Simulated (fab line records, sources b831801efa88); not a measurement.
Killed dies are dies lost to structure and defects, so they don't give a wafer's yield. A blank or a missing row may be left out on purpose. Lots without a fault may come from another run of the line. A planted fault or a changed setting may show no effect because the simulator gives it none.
Which tool did it? | flow sfq_line | 13 lots, 39 wafers sampled, at 3 steps of a route of 325

WHAT THE GAUGES READ, wafer by wafer
SFQ_M4_OVL_MEAS_926. Usual: M4_OVL 0 nm, standard deviation 6.3.
lot  | measured     | on         | M4_OVL (nm) | flag
L239 | day 44 15:45 | overlay-02 | -2 -2 -12   |
L240 | day 44 22:58 | overlay-02 | -4 2 4      |
L241 | day 45 00:08 | overlay-01 | 4 8 7       |
L242 | day 46 03:34 | overlay-01 | -15 -6 -3   |
L243 | day 46 05:53 | overlay-02 | -3 -6 0     |
L244 | day 46 07:05 | overlay-02 | -5 -8 -13   |
L245 | day 46 08:17 | overlay-02 | 4 1 1       |
L252 | day 51 08:08 | overlay-01 | 2 0 -3      |
L253 | day 56 09:58 | overlay-02 | 5 -1 5      |
L258 | day 59 06:27 | overlay-01 | 7 0 5       |
L259 | day 59 10:03 | overlay-02 | -2 -2 -3    |
L260 | day 59 16:03 | overlay-02 | 12 15 13    |
L262 | day 59 19:40 | overlay-02 | 1 -1 1      |

WHICH TOOL RAN EACH LOT (tool, then ch and the chambers of the sampled wafers, then the start)
lot  | SFQ_TRILAYER_M0_STRIP_STRIP_025   | SFQ_TRILAYER_I2_VIA_BARC_OPEN_VIA_ETCH_096
L239 | rie_metal-04 ch 0,1, day 8 18:55  | rie_diel-03 ch 0,1,2, day 30 09:18
L240 | rie_metal-03 ch 0,1, day 9 09:19  | rie_diel-01 ch 0,3, day 30 11:42
L241 | rie_metal-02 ch 0,1, day 9 10:19  | rie_diel-02 ch 1,2,3, day 30 15:18
L242 | rie_metal-03 ch 0,1, day 9 13:55  | rie_diel-03 ch 2,3, day 30 20:06
L243 | rie_metal-04 ch 0, day 9 18:43    | rie_diel-03 ch 0,1,3, day 33 12:14
L244 | rie_metal-02 ch 0, day 10 01:28   | rie_diel-01 ch 2,3, day 33 14:45
L245 | rie_metal-04 ch 0,1, day 10 02:40 | rie_diel-03 ch 1,2, day 33 21:52
L252 | rie_metal-04 ch 0,1, day 11 23:21 | rie_diel-02 ch 1,2,3, day 39 23:43
L253 | rie_metal-03 ch 0,1, day 12 05:31 | rie_diel-02 ch 0,1, day 40 10:31
L258 | rie_metal-02 ch 0,1, day 18 15:07 | rie_diel-03 ch 0,2, day 42 03:26
L259 | rie_metal-04 ch 0,1, day 18 23:31 | rie_diel-01 ch 1,2, day 42 08:14
L260 | rie_metal-03 ch 0,1, day 19 11:31 | rie_diel-03 ch 0,2,3, day 42 13:09
L262 | rie_metal-02 ch 0,1, day 19 18:40 | rie_diel-01 ch 1,2, day 42 22:51
- SFQ_TRILAYER_M0_STRIP_STRIP_025: strips in O2.
- SFQ_TRILAYER_I2_VIA_BARC_OPEN_VIA_ETCH_096: etches BARC in O2, target depth 125 nm, time 41.7 s.

WHAT THE TOOLS THEMSELVES READ (means of the sampled wafers that have a number; where no wafer has one, the mark that the record gives instead)
SFQ_TRILAYER_M0_STRIP_STRIP_025. Usual: drypump_motor_current_A 5.5 A, standard deviation 0.33; oes_product_au 1.000 a.u., standard deviation 0.0076.
lot  | tool         | drypump_motor_current_A (A) | oes_product_au (a.u.) | flag
L239 | rie_metal-04 | 5.8                         | 0.999                 |
L240 | rie_metal-03 | 5.2                         | 0.999                 |
L241 | rie_metal-02 | 5.3                         | 0.996                 |
L242 | rie_metal-03 | 5.2                         | 1.007                 |
L243 | rie_metal-04 | 5.7                         | 0.995                 |
L244 | rie_metal-02 | 5.0                         | 0.993                 |
L245 | rie_metal-04 | 5.8                         | 1.007                 |
L252 | rie_metal-04 | 5.8                         | 1.003                 |
L253 | rie_metal-03 | 5.2                         | 1.001                 |
L258 | rie_metal-02 | 5.2                         | 1.000                 |
L259 | rie_metal-04 | 5.8                         | 1.004                 |
L260 | rie_metal-03 | 5.1                         | 1.006                 |
L262 | rie_metal-02 | 5.5                         | 0.998                 |

SFQ_TRILAYER_I2_VIA_BARC_OPEN_VIA_ETCH_096. Usual: drypump_motor_current_A 5.6 A, standard deviation 0.36; oes_product_au 0.685 a.u., standard deviation 0.005; rf_fwd_power_W 494.4 W, standard deviation 2.3; run_length_s 70.0 s, standard deviation 0.45.
lot  | tool        | drypump_motor_current_A (A) | oes_product_au (a.u.) | rf_fwd_power_W (W) | run_length_s (s) | flag
L239 | rie_diel-03 | 5.7                         | 0.684                 | 493.0              | 69.9             |
L240 | rie_diel-01 | 5.2                         | 0.680                 | 494.1              | 70.5             |
L241 | rie_diel-02 | 5.5                         | 0.685                 | 494.3              | 69.7             |
L242 | rie_diel-03 | 5.9                         | 0.686                 | 495.8              | 70.3             |
L243 | rie_diel-03 | 5.4                         | 0.686                 | 493.6              | 70.3             |
L244 | rie_diel-01 | 5.4                         | 0.686                 | 493.5              | 70.1             |
L245 | rie_diel-03 | 6.0                         | 0.684                 | 493.0              | 70.1             |
L252 | rie_diel-02 | 5.5                         | 0.599                 | 494.2              | 88.3             | OFF
L253 | rie_diel-02 | 5.1                         | 0.640                 | 493.7              | 79.1             | OFF
L258 | rie_diel-03 | 5.9                         | 0.682                 | 493.0              | 70.6             |
L259 | rie_diel-01 | 5.9                         | 0.682                 | 497.3              | 70.1             |
L260 | rie_diel-03 | 5.6                         | 0.685                 | 493.9              | 70.6             |
L262 | rie_diel-01 | 5.9                         | 0.684                 | 498.2              | 70.2             |

THE ANSWER, worked out from the rows above alone
Rule: a lot is off if the mean of its wafers that have a number lies more than 3 standard deviations from the usual mean. A lot without any number at a reading at which 4 lots or more have one is off too. The other lots that the step has rows for count as sound. The gauges are gone through in route order, then the tools' own readings, and for those a lot's mean is taken as printed above. The first step at which some lot is off is used, and at that step the reading that is off furthest; a lot without a number counts as furthest.
Off: L252, L253, at SFQ_TRILAYER_I2_VIA_BARC_OPEN_VIA_ETCH_096 (run_length_s).
A tool fits if, at that step or a process step before it, it ran every lot that is off, and no sound lot after the first of them. One fits: rie_diel-02 at SFQ_TRILAYER_I2_VIA_BARC_OPEN_VIA_ETCH_096. Its last sound lot is L241 (day 30 15:18), its first lot that is off L252 (day 39 23:43): a fault that began between those two fits.
The tool's own readings at SFQ_TRILAYER_I2_VIA_BARC_OPEN_VIA_ETCH_096 bear it out: on the lots that are off they differ by more than 5 times the standard deviation of the sound lots' means. oes_product_au reads 0.619 a.u. there against 0.684 a.u. on the sound lots; run_length_s reads 83.7 s there against 70.2 s on the sound lots.

WHAT THE SIMULATOR HAD PUT IN
Process parameter drift: rie_diel-02, from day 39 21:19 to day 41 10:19, at SFQ_TRILAYER_I2_VIA_BARC_OPEN_VIA_ETCH_096. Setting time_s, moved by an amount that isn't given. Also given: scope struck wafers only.
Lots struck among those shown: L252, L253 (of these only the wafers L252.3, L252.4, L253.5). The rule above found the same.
